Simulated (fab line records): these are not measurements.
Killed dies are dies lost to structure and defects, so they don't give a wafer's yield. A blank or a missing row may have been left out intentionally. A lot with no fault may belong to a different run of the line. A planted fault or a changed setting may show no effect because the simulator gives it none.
fab line records	flow sky130
[record] lots = 12	wafers = 36	last-day = 51
route steps=708 shown LOCAL_INTERCONNECT@400 METAL1@436 VIA1@459 PAD_OPEN@708
lots that met no fault: from a run of the same line without faults
start-h: hours from the record's first day to the start of the lot's first wafer shown	wait-h: hours from the lot's prior step to this one	" the same as in the row above	L1.1+2: a row that stands for several wafers	- either no value or no given start	* or withheld: withheld	< > ~ a bound
route shown NAME@n: NAME is a module with steps in the file, n the number in the route of the first one	usual: average and standard deviation across the fault-free wafers	same: alike in all rows	chamber/n: place in a boat	sites: the reading at each site	_std_site: standard deviation across them	_edge_site: inner sites' mean taken away from outer sites' mean	radius-mm: for every site, how far away it sits from the centre of the wafer	mask NAME#n: copy n	behind: the most recent tool/chamber to have shaped the wafer	hold: why the lot went on hold/how many hours it stayed there/how the hold came to an end	device: which transistor (n, p or np) failed to switch	end of line: tests run on the same wafers once the route is complete	a step given without rows: its recipe and nothing more	killed: the dies lost at the first sort to structure and to defects; this is not the yield of the wafer	map: a wafer's dies, marking killed ones x, the rest . and places with no die _
set.NAME: the setting that was run; set.NAME@STEP: the one run at that earlier step	model.NAME: the simulator's own value behind a step, which no gauge read
route steps across a sampled set of lots; one table per step, one row per wafer
services: from which hour (start-h, from the record's first day; less than 0 if before it) a tool's chamber was out of use, for how many hours, and why
[[steps]]
[step SKY_LOCAL_INTERCONNECT_ETCH_13]
[recipe] chemistry = N2/H2	target = BARC	ion-energy-ev = 200	bias-w = 100	pressure-mtorr = 30	n2-flow-sccm = 100	h2-flow-sccm = 200	icp-w = 500	stop-on = SiO2	time-s = 45.9	target-depth-a = 600
[usual] drypump-motor-current-A = 5.8/0.42	oes-product-au = 0.855/0.0044	run-length-s = 74.2/0.54	throttle-valve-pct = 13.225/0.0093
lot.wafer	tool	chamber	start-h	wait-h	drypump-motor-current-A	oes-product-au	rf-hours-counter-h	run-length-s	throttle-valve-pct
L506.2	rie-metal-02	0	693.86	0.0	5.3	0.856	0	74.6	13.216
L506.3	"	0	"	"	5.3	0.849	-	74.5	13.224
L506.5	"	1	"	"	5.1	0.852	-	74.0	13.225
L508.4	rie-metal-02	0	717.42	0.1	5.3	0.848	-	74.2	13.234
L508.5	"	0	"	"	5.3	0.852	-	74.2	13.224
L508.6	"	0	"	"	5.3	0.857	-	74.2	13.222
L509.1	rie-metal-04	0	723.86	0.0	6.1	0.850	0	74.1	13.222
L509.5	"	1	"	"	6.3	0.851	-	75.3	13.219
L509.6	"	0	"	"	6.1	0.864	-	74.2	13.225
L514.1	rie-metal-04	1	766.38	0.0	6.3	0.857	12	74.7	13.218
L514.4	"	1	"	"	6.3	0.858	-	74.7	13.222
L514.5	"	1	"	"	6.3	0.847	-	75.3	13.221
L513.2	rie-metal-01	0	768.53	0.0	5.6	0.854	12	73.3	13.225
L513.3	"	1	"	"	6.1	0.853	-	74.0	13.239
L513.6	"	0	"	"	5.7	0.853	-	73.5	13.222
L512.3	rie-metal-02	0	769.25	0.0	5.3	0.854	-	74.4	13.222
L512.5	"	0	"	"	5.3	0.863	-	74.5	13.241
L512.6	"	1	"	"	5.1	0.856	-	74.8	13.235
L515.2	rie-metal-04	1	781.58	0.0	6.3	0.846	13	75.4	13.235
L515.3	"	0	"	"	6.1	0.853	-	73.7	13.235
L515.4	"	1	"	"	6.3	0.854	-	75.0	13.235
L517.1	rie-metal-04	0	793.13	0.0	6.1	0.852	3	73.8	13.208
L517.4	"	0	"	"	6.1	0.848	-	73.7	13.233
L517.6	"	1	"	"	6.3	0.852	-	74.9	13.235
L521.3	rie-metal-04	0	822.20	0.0	6.1	0.659	-	104.5	13.218
L521.4	"	1	"	"	6.3	0.672	-	106.0	13.206
L521.5	"	0	"	"	6.1	0.672	-	104.8	13.196
L525.1	rie-metal-04	1	848.81	0.0	6.3	0.664	16	105.5	13.203
L525.2	"	0	"	"	6.1	0.671	5	104.1	13.209
L525.4	"	0	"	"	6.1	0.663	-	104.3	13.190
L528.1	rie-metal-01	1	873.56	0.0	6.1	0.857	7	74.6	13.212
L528.2	"	0	"	"	5.6	0.849	16	73.6	13.220
L528.5	"	0	"	"	5.7	0.852	-	73.5	13.199
L529.2	rie-metal-02	0	902.23	0.0	5.3	0.850	9	74.1	13.211
L529.3	"	0	"	"	5.3	0.855	-	74.1	13.222
L529.5	"	1	"	"	5.1	0.848	-	74.0	13.221
[step SKY_LOCAL_INTERCONNECT_STRIP_15]
[recipe] chemistry = O2/N2	power-w = 1400	pressure-mtorr = 1500	platen-temp-c = withheld	o2-flow-sccm = 3000	n2-flow-sccm = 300	overash-fraction = 0.5
[usual] drypump-motor-current-A = 5.9/0.37	oes-product-au = 0.426/0.0045	strip-time-to-endpoint-s = 4.721/0.024
[same] overash-fraction = 0.5
lot.wafer	tool	chamber	start-h	wait-h	drypump-motor-current-A	oes-product-au	rf-hours-counter-h	strip-time-to-endpoint-s
L506.2	plasma-asher-04	1	693.98	0.0	5.3	0.420	102	4.733
L506.3	"	0	"	"	5.9	0.431	-	4.744
L506.5	"	1	"	"	5.3	0.429	-	4.734
L508.4	plasma-asher-03	1	717.62	0.1	5.6	0.428	-	4.735
L508.5	"	1	"	"	5.6	0.428	-	4.735
L508.6	"	0	"	"	6.3	0.422	-	4.712
L509.1	plasma-asher-03	1	723.98	0.0	5.6	0.427	91	4.719
L509.5	"	1	"	"	5.6	0.432	-	4.736
L509.6	"	0	"	"	6.3	0.425	-	4.740
L514.1	plasma-asher-03	0	766.49	0.0	6.3	0.428	96	4.696
L514.4	"	1	"	"	5.6	0.426	-	4.686
L514.5	"	0	"	"	6.3	0.424	-	4.677
L513.2	plasma-asher-03	0	768.64	0.0	6.3	0.436	96	4.721
L513.3	"	1	"	"	5.6	0.427	-	4.764
L513.6	"	1	"	"	5.6	0.425	-	4.727
L512.3	plasma-asher-01	0	769.38	0.1	5.5	0.419	-	4.730
L512.5	"	1	"	"	6.3	0.431	-	4.745
L512.6	"	0	"	"	5.5	0.427	-	4.713
L515.2	plasma-asher-04	1	781.69	0.0	5.3	0.430	4	4.690
L515.3	"	1	"	"	5.3	0.426	-	4.698
L515.4	"	0	"	"	5.9	0.419	-	4.694
L517.1	plasma-asher-01	1	793.24	0.0	6.2	0.424	37	4.725
L517.4	"	0	"	"	5.5	0.430	-	4.733
L517.6	"	1	"	"	6.3	0.421	-	4.713
L521.3	plasma-asher-03	0	822.33	0.1	6.3	0.417	-	4.379
L521.4	"	1	"	"	5.6	0.411	-	4.386
L521.5	"	1	"	"	5.6	0.413	-	4.384
L525.1	plasma-asher-01	0	848.93	0.0	5.5	0.420	43	4.410
L525.2	"	1	"	"	6.2	0.420	43	4.404
L525.4	"	0	"	"	5.5	0.412	-	4.413
L528.1	plasma-asher-01	1	873.68	0.0	6.3	0.426	46	4.758
L528.2	"	0	"	"	5.6	0.431	46	4.754
L528.5	"	0	"	"	5.5	0.428	-	4.750
L529.2	plasma-asher-03	0	902.35	0.0	6.3	0.426	110	4.734
L529.3	"	1	"	"	5.6	0.425	-	4.708
L529.5	"	1	"	"	5.6	0.428	-	4.699
[step SKY_METAL1_SPUTTER_02]
[recipe] material = AlCu	target-thk-nm = 250	power-w = 10600	time-s = 13.3	chamber-pressure-pa = 0.4
[usual] throttle-valve-pct = 30.0/0.97
lot.wafer	tool	chamber	start-h	wait-h	throttle-valve-pct
L506.2	pvd-sputter-03	-	725.07	0.0	29.5
L506.3	"	-	"	"	29.6
L506.5	"	-	"	"	29.3
L508.4	pvd-sputter-01	-	747.52	0.0	31.1
L508.5	"	-	"	"	31.1
L508.6	"	-	"	"	30.6
L509.1	pvd-sputter-01	-	755.57	0.0	31.1
L509.5	"	-	"	"	31.1
L509.6	"	-	"	"	30.6
L514.1	pvd-sputter-04	-	795.75	0.0	30.8
L514.4	"	-	"	"	32.4
L514.5	"	-	"	"	32.5
L513.2	pvd-sputter-01	-	797.16	0.0	30.0
L513.3	"	-	"	"	30.5
L513.6	"	-	"	"	30.5
L512.3	pvd-sputter-04	-	798.23	0.0	32.4
L512.5	"	-	"	"	29.2
L512.6	"	-	"	"	29.2
L515.2	pvd-sputter-03	-	810.37	0.0	29.5
L515.3	"	-	"	"	28.6
L515.4	"	-	"	"	29.7
L517.1	pvd-sputter-04	-	822.10	0.0	29.2
L517.4	"	-	"	"	29.2
L517.6	"	-	"	"	29.4
L521.3	pvd-sputter-04	-	851.09	0.0	29.2
L521.4	"	-	"	"	32.5
L521.5	"	-	"	"	29.2
L525.1	pvd-sputter-01	-	877.58	0.0	31.3
L525.2	"	-	"	"	30.0
L525.4	"	-	"	"	30.6
L528.1	pvd-sputter-03	-	901.42	0.0	29.4
L528.2	"	-	"	"	28.8
L528.5	"	-	"	"	29.6
L529.2	pvd-sputter-01	-	930.29	0.0	30.5
L529.3	"	-	"	"	31.1
L529.5	"	-	"	"	30.2
[step SKY_VIA1_THK_MEAS_01]
[recipe] reads = SiO2_of_VIA1_HDPCVD_00
[usual] VIA1_HDPCVD_THK = 1026/13
lot.wafer	tool	chamber	start-h	wait-h	VIA1_HDPCVD_THK[nm]
L506.2	film-metro-02	-	754.52	0.1	1016
L506.3	"	-	"	"	1013
L506.5	"	-	"	"	1021
L508.4	film-metro-02	-	776.25	0.0	1007
L508.5	"	-	"	"	1021
L508.6	"	-	"	"	1009
L509.1	film-metro-04	-	783.56	0.1	1031
L509.5	"	-	"	"	1028
L509.6	"	-	"	"	1030
L514.1	film-metro-02	-	824.25	0.1	1007
L514.4	"	-	"	"	998
L514.5	"	-	"	"	1002
L513.2	film-metro-02	-	824.94	0.1	1044
L513.3	"	-	"	"	1045
L513.6	"	-	"	"	1043
L512.3	film-metro-02	-	826.46	0.1	1016
L512.5	"	-	"	"	1028
L512.6	"	-	"	"	1014
L515.2	film-metro-04	-	838.49	0.1	1008
L515.3	"	-	"	"	1021
L515.4	"	-	"	"	1005
L517.1	film-metro-04	-	849.36	0.1	1017
L517.4	"	-	"	"	1020
L517.6	"	-	"	"	1014
L521.3	film-metro-02	-	878.01	0.1	1031
L521.4	"	-	"	"	1036
L521.5	"	-	"	"	1017
L525.1	film-metro-04	-	904.03	0.1	1016
L525.2	"	-	"	"	1038
L525.4	"	-	"	"	1037
L528.1	film-metro-03	-	927.24	0.1	1043
L528.2	"	-	"	"	1029
L528.5	"	-	"	"	1041
L529.2	film-metro-04	-	965.65	0.1	1044
L529.3	"	-	"	"	1057
L529.5	"	-	"	"	1048
[step SKY_VIA1_BOW_MEAS_03]
[recipe] mode = bow
[usual] VIA1_BOW = 80/7.4
lot.wafer	tool	chamber	start-h	wait-h	VIA1_BOW[um]
L506.2	film-metro-04	-	755.71	0.2	82
L506.3	"	-	"	"	80
L506.5	"	-	"	"	85
L508.4	film-metro-04	-	776.64	0.3	80
L508.5	"	-	"	"	77
L508.6	"	-	"	"	84
L509.1	film-metro-03	-	783.92	0.1	77
L509.5	"	-	"	"	77
L509.6	"	-	"	"	75
L514.1	film-metro-02	-	824.61	0.1	75
L514.4	"	-	"	"	79
L514.5	"	-	"	"	74
L513.2	film-metro-02	-	825.31	0.3	86
L513.3	"	-	"	"	64
L513.6	"	-	"	"	76
L512.3	film-metro-02	-	826.84	0.2	76
L512.5	"	-	"	"	77
L512.6	"	-	"	"	76
L515.2	film-metro-03	-	838.86	0.2	67
L515.3	"	-	"	"	81
L515.4	"	-	"	"	74
L517.1	film-metro-02	-	849.72	0.1	84
L517.4	"	-	"	"	85
L517.6	"	-	"	"	79
L521.3	film-metro-03	-	878.39	0.2	80
L521.4	"	-	"	"	76
L521.5	"	-	"	"	70
L525.1	film-metro-03	-	904.39	0.1	69
L525.2	"	-	"	"	85
L525.4	"	-	"	"	77
L528.1	film-metro-04	-	927.60	0.1	94
L528.2	"	-	"	"	87
L528.5	"	-	"	"	82
L529.2	film-metro-02	-	966.10	0.2	66
L529.3	"	-	"	"	90
L529.5	"	-	"	"	85
[step SKY_PAD_OPEN_PROBE_99]
[usual] killed_at_M0_to_M3 = 43/6.4	killed_at_M4_up = 3.2/1.8	killed-at-contacts = 25/5.8	killed-at-front-end = 16/4.1	killed-at-other = 0.2/0.47	killed-dies = 88/9.9	killed-open = 47/7.3	killed-short = 40/7.1
[same] gross-dies = 492	killed-at-back-side = 0
lot.wafer	tool	chamber	start-h	wait-h	killed_at_M0_to_M3	killed_at_M4_up	killed-at-contacts	killed-at-front-end	killed-at-other	killed-dies	killed-open	killed-short
L521.5	prober-02	-	1156.66	0.2	43	2	41	16	0	102	42	59
L525.1	prober-02	-	1181.60	0.1	46	5	27	15	1	94	47	45
// killed by level:class
L521.5 CONTACT:geometric-particle:open=12 VIA1:geometric-particle:open=8 LI_CONTACT:geometric-particle:open=7 LOCAL_INTERCONNECT:geometric-particle:short=7 FIELD_ISO:geometric-particle:short=6 LI_CONTACT:geometric-particle:short=6 METAL1:geometric-particle:short=6 VIA1:geometric-particle:short=6
L525.1 VIA1:geometric-particle:open=11 CONTACT:geometric-particle:open=7 LOCAL_INTERCONNECT:geometric-particle:short=7 VIA3:geometric-particle:open=7 METAL2:geometric-particle:short=6 VIA2:geometric-particle:open=6 VIA1:geometric-particle:short=5 POLY_GATE:geometric-particle:open=5
[[services]]
tool	chamber	start-h	hours	kind
pvd-sputter-04	-	679.68	14.6	repair
plasma-asher-03	-	695.32	1.9	repair
rie-metal-04	0	696.48	-	clean
rie-metal-04	0	696.48	19.6	scheduled-down
rie-metal-04	0	696.48	19.6	vent-cycle
pvd-sputter-04	-	711.64	2.6	repair
plasma-asher-04	-	733.75	9.0	pm
pvd-sputter-04	-	742.45	4.5	repair
rie-metal-02	-	760.79	2.8	pm
pvd-sputter-01	-	778.43	4.8	repair
plasma-asher-03	-	791.60	4.0	repair
plasma-asher-04	-	817.53	14.6	pm
rie-metal-04	0	822.93	5.7	repair
rie-metal-04	-	825.52	2.4	repair
pvd-sputter-01	-	830.32	6.7	repair
plasma-asher-04	-	838.07	0.9	repair
pvd-sputter-01	-	848.58	1.0	repair
pvd-sputter-03	-	849.68	2.0	repair
pvd-sputter-01	-	853.10	0.7	repair
rie-metal-04	-	869.15	0.3	repair
pvd-sputter-01	-	882.44	2.7	repair
plasma-asher-04	-	900.02	9.3	repair
rie-metal-02	0	905.12	13.0	repair
rie-metal-02	1	915.07	13.8	repair
[[key]]
[first-sign] step = SKY_LOCAL_INTERCONNECT_ETCH_13	reading = run-length-s	direction = up	sigmas = 56	usual = *	struck = *
[effect] step = SKY_LOCAL_INTERCONNECT_ETCH_13	reading = oes-product-au	direction = down	sigmas = 43	usual = 0.855	struck = 0.667
[effect] step = SKY_LOCAL_INTERCONNECT_STRIP_15	reading = strip-time-to-endpoint-s	direction = down	sigmas = 14	usual = *	struck = *	through = *
met-at SKY_LOCAL_INTERCONNECT_ETCH_13
struck-lots L521,L525
tester-left-out L521,L525
[loop-trim] step = SKY_LOCAL_INTERCONNECT_EXPOSE_08	setting = dose	lots = L521,L525
not-acting-at SKY_METAL1_SPUTTER_02,SKY_VIA1_THK_MEAS_01,SKY_VIA1_BOW_MEAS_03
onset-between 793.13 822.20
[fault] kind = process-parameter-drift	tool = rie-metal-04	chamber = -	onset-h = 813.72	steps = SKY_LOCAL_INTERCONNECT_ETCH_13	channel = time-s	offset = *	shape = step	end-h = 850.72	acts-in = *	stated = *
// tester-left-out: of these lots the tester's yield and bins aren't shown, on N5 and GAA mostly nor the transistor test; their killed dies are dies lost to structure and defects alone, not to doping, threshold or leakage, so they don't give the yield
// loop-trim: a control loop set the setting to another value than it would have without faults
